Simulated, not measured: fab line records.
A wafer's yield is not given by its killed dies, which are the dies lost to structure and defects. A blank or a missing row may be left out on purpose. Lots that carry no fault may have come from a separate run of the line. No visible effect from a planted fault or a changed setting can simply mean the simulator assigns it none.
Comparing a struck lot with a sound one / flow sfqLine / 14 steps out of a route of 325
Sound: wafers L582.1, L582.2, L582.4. Struck: wafer L584.6 (left out: L584.4, L584.5 of the same lot, which were not struck); the cause appears at the end.
Per side, at each step with rows, come the tool, then ch with its chambers, and then its first start. Under that, the readings that differ: sound wafers / struck wafers / difference of the means / sigmas: that difference in standard deviations of wafers without a fault.
alike: a reading whose means differ by less than 2 such deviations, as well as words and numbers matching on both sides. not compared: withheld readings; readings where some wafer has no value; bounds like >300 that might hide an equal value; numbers whose values overlap and for which the record gives no deviation.
Wherever a step has rows on one side only, a row that says differs or no value, or a row with sigmas, the two part there. Numbers that don't overlap but have no deviation are shown without sigmas and don't part them. A reading that every wafer of one side lacks parts them only if that side has two wafers or more.

first, 2 steps without rows for these wafers: SFQ_TRILAYER_C5_STRIP_SOLV_CLEAN_156 (cleans in NMP, time 600 s); SFQ_TRILAYER_M6_DEP_PRE_CLEAN_158 (time 22.5 s).
SFQ_TRILAYER_M6_DEP_SPUTTER_157: material Nb, target thk 200 nm, time 133.3 s.
  sound on pvdSputter-05 at day 71 03:30; struck on pvdSputter-04 at day 71 06:49
  alike: chamberPressurePa, throttleValvePct
SFQ_M6_RS_MEAS_938: measurement is done with a four-point probe.
  sound on filmMetro-02 at day 71 03:35; struck on filmMetro-01 at day 71 06:58
  alike: M6_NB_RS
then, 6 steps without rows for these wafers: SFQ_TRILAYER_M6_LITHO_COAT_164 (resist thk 62 nm); SFQ_TRILAYER_M6_LITHO_COAT_159 (resist thk 600 nm); SFQ_TRILAYER_M6_LITHO_SOFTBAKE_163; SFQ_TRILAYER_M6_LITHO_EXPOSE_160 (exposes mask M6, target cd 500 nm); SFQ_TRILAYER_M6_LITHO_PEB_162 (peb time 60 s); SFQ_TRILAYER_M6_LITHO_DEVELOP_161 (time 60 s).
-- the record jumps here: 5 days lie between the struck wafers' starts before and after --
SFQ_M6_OVL_MEAS_940:
  sound on overlay-02 at day 76 04:16; struck on overlay-02 at day 76 09:05
  alike: M6_OVL
SFQ_TRILAYER_M6_BARC_OPEN_METAL_ETCH_206: etches BARC in O2, target depth 125 nm, time 41.7 s.
  sound on rieMetal-02 ch 0,1, day 76 04:18; struck on rieMetal-02 ch 0, day 76 09:07
reading=oesProductAu (a.u.); sound=0.680 0.682 0.676; struck=0.760; difference=+0.081; sigmas=+19
reading=runLengthS (s); sound=69.8 69.8 69.9; struck=64.4; difference=-5.4; sigmas=-14
reading=model.KrF_of_TRILAYER_M6_LITHO_COAT_159.thkNm (nm); sound=523.9 524.1 522.2; struck=529; difference=+6; sigmas=
  alike: drypumpMotorCurrentA
  not compared: biasW, rfHoursCounterH
SFQ_TRILAYER_M6_ETCH_METAL_ETCH_162: etches Nb in Cl2/Ar, stops on SiO2, target depth 240 nm, time 120 s.
  sound on rieMetal-02 ch 0,1, day 76 04:21; struck on rieMetal-02 ch 0, day 76 09:12
reading=model.KrF_of_TRILAYER_M6_LITHO_COAT_159.thkNm (nm); sound=380.7 381.4 378.8; struck=386.1; difference=+5.8; sigmas=
  alike: biasW, drypumpMotorCurrentA, oesProductAu, runLengthS
  not compared: rfHoursCounterH
SFQ_TRILAYER_M6_STRIP_STRIP_163: strips in O2.
  sound on rieMetal-02 ch 0,1, day 76 04:29; struck on rieMetal-02 ch 0, day 76 09:29
  alike: drypumpMotorCurrentA, oesProductAu
  not compared: rfHoursCounterH

## WHERE THEY PART
Only at SFQ_TRILAYER_M6_BARC_OPEN_METAL_ETCH_206, within this record. Later steps at which nothing parts them and some readings are alike: SFQ_TRILAYER_M6_ETCH_METAL_ETCH_162, SFQ_TRILAYER_M6_STRIP_STRIP_163.

WHY: the cause the simulator had injected
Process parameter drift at SFQ_TRILAYER_M6_BARC_OPEN_METAL_ETCH_206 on rieMetal-02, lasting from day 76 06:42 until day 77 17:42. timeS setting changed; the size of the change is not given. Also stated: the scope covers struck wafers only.
